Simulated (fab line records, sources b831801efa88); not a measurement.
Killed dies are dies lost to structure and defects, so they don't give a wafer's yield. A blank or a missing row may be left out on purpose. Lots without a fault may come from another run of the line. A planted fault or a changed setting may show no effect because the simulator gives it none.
Which tool did it? | flow gf180mcu | 6 lots, 18 wafers sampled, at 2 steps of a route of 602

WHAT THE GAUGES READ, wafer by wafer
GF_HV_LDD_TW_MEAS_38.
lot  | measured     | on            | HV_LDD_3_TW
L919 | day 12 09:59 | film_metro-03 | 1446 1444 1447
L922 | day 13 12:10 | film_metro-03 | 1374 1369 1369
L924 | day 14 03:22 | film_metro-03 | 1429 1439 1437
L928 | day 15 14:40 | film_metro-03 | 1444 1448 1438
L931 | day 16 14:29 | film_metro-03 | 1432 1436 1429
L938 | day 18 16:34 | film_metro-01 | 1437 1431 1433

WHICH TOOL RAN EACH LOT (tool, then ch and the chambers of the sampled wafers, then the start)
lot  | GF_HV_LDD_IMPLANT_34
L919 | implanter-01 ch 0, day 12 09:26
L922 | implanter-01 ch 0, day 13 11:28
L924 | implanter-03 ch 0, day 14 02:50
L928 | implanter-03 ch 0, day 15 14:07
L931 | implanter-02 ch 0, day 16 13:56
L938 | implanter-01 ch 0, day 18 16:02
- GF_HV_LDD_IMPLANT_34

THE ANSWER, worked out from the rows above alone
Rule: what is usual is taken from the lots themselves. Put in order of their means at a reading, lots are off if they are a third of the lots or fewer, leave a main group of 4 or more, and stand apart from it by a gap of 3 or more times the standard deviation of the main group's means; of several such gaps the widest counts. A main group whose means are all the same, to the digits that the tables above print for the reading, isn't used. A lot without any number at a reading at which 4 lots or more have one is off too. The other lots that the step has rows for count as sound.
Off: L922, at GF_HV_LDD_TW_MEAS_38 (HV_LDD_3_TW). The main group: mean 1438, standard deviation 5.4.
A tool fits if, at a process step before that reading, it ran every lot that is off, and no sound lot after the first of them. The gauges at GF_HV_LDD_TW_MEAS_38 are tried like those tools. None of those tried fits.

WHAT THE SIMULATOR HAD PUT IN
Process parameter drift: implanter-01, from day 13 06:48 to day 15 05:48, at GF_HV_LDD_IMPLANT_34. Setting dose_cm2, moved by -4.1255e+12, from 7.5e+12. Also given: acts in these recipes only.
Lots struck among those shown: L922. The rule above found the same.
